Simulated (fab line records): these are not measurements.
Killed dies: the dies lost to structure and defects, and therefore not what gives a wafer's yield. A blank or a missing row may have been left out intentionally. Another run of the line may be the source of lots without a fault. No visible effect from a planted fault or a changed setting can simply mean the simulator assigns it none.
Which tool did it? / flow gf180mcu / 13 lots, 39 wafers sampled, at 2 steps of a route of 602

## WHAT THE GAUGES READ, wafer by wafer
GF_STI_BOW_MEAS_00. Usual: INCOMING_BOW 0 um, standard deviation 6.6.
lot=L457; measured=day 1 10:00; on=filmMetro-04; INCOMING_BOW (um)=-9 -11 6; flag=
lot=L458; measured=day 1 15:00; on=filmMetro-01; INCOMING_BOW (um)=3 -7 -2; flag=
lot=L459; measured=day 1 20:00; on=filmMetro-02; INCOMING_BOW (um)=-3 11 -1; flag=
lot=L460; measured=day 2 01:00; on=filmMetro-01; INCOMING_BOW (um)=1 9 5; flag=
lot=L464; measured=day 2 21:01; on=filmMetro-02; INCOMING_BOW (um)=-1 2 6; flag=
lot=L466; measured=day 3 07:00; on=filmMetro-02; INCOMING_BOW (um)=-14 2 5; flag=
lot=L469; measured=day 3 22:01; on=filmMetro-01; INCOMING_BOW (um)=8 1 0; flag=
lot=L472; measured=day 4 13:04; on=filmMetro-01; INCOMING_BOW (um)=7 -2 7; flag=
lot=L473; measured=day 4 18:01; on=filmMetro-02; INCOMING_BOW (um)=-5 10 4; flag=
lot=L474; measured=day 4 23:00; on=filmMetro-01; INCOMING_BOW (um)=-6 11 5; flag=
lot=L476; measured=day 5 09:00; on=filmMetro-01; INCOMING_BOW (um)=0 6 10; flag=
lot=L478; measured=day 5 19:00; on=filmMetro-02; INCOMING_BOW (um)=6 -4 -2; flag=
lot=L479; measured=day 6 00:02; on=filmMetro-01; INCOMING_BOW (um)=4 12 -2; flag=

GF_STI_CD_MEAS_12: target cd 220 nm. Usual: cdNm at 220.4 nm, with a standard deviation of 1.1.
lot=L457; measured=day 2 02:14; on=cdSem-01; cdNm (nm)=220.4 220.2 220.4; flag=
lot=L458; measured=day 2 06:34; on=cdSem-02; cdNm (nm)=220.9 222.3 222.6; flag=
lot=L459; measured=day 2 12:22; on=cdSem-01; cdNm (nm)=220.8 220.0 220.6; flag=
lot=L460; measured=day 2 16:31; on=cdSem-02; cdNm (nm)=220.3 221.7 220.6; flag=
lot=L464; measured=day 3 14:41; on=cdSem-01; cdNm (nm)=220.4 221.1 219.6; flag=
lot=L466; measured=day 3 23:59; on=cdSem-01; cdNm (nm)=219.6 221.0 219.0; flag=
lot=L469; measured=day 4 15:29; on=cdSem-01; cdNm (nm)=219.1 219.4 220.9; flag=
lot=L472; measured=day 5 06:35; on=cdSem-01; cdNm (nm)=220.7 219.8 220.5; flag=
lot=L473; measured=day 5 12:08; on=cdSem-01; cdNm (nm)=219.3 220.2 219.0; flag=
lot=L474; measured=day 5 17:22; on=cdSem-01; cdNm (nm)=220.0 220.2 220.7; flag=
lot=L476; measured=day 6 04:04; on=cdSem-02; cdNm (nm)=220.1 219.6 220.2; flag=
lot=L478; measured=day 6 13:59; on=cdSem-02; cdNm (nm)=221.2 220.6 220.7; flag=
lot=L479; measured=day 6 18:28; on=cdSem-02; cdNm (nm)=220.4 219.3 220.0; flag=

## WHICH TOOL RAN EACH LOT (tool, then ch and the chambers of the sampled wafers, then the start)
Before these readings, the record contains no process step.

## WHAT THE TOOLS THEMSELVES READ (means of the sampled wafers that have a number; where no wafer has one, the mark that the record gives instead)
The record holds no such reading with a usual standard deviation.

## THE ANSWER, worked out from the rows above alone
Rule: a lot is off if the mean of its wafers that have a number lies more than 3 standard deviations from the usual mean. A lot without any number at a reading at which 4 lots or more have one is off too. Where the step has rows for the other lots, those lots are counted as sound. Order of review: gauges by route order, followed by the tools' own readings, for which a lot's mean as printed above is used. At the first step where some lot is off, the reading lying furthest off is the one used; lots without a number count as furthest.
Across all readings shown, no lot is off: no conclusion can be drawn from this.

## WHAT THE SIMULATOR HAD INSERTED
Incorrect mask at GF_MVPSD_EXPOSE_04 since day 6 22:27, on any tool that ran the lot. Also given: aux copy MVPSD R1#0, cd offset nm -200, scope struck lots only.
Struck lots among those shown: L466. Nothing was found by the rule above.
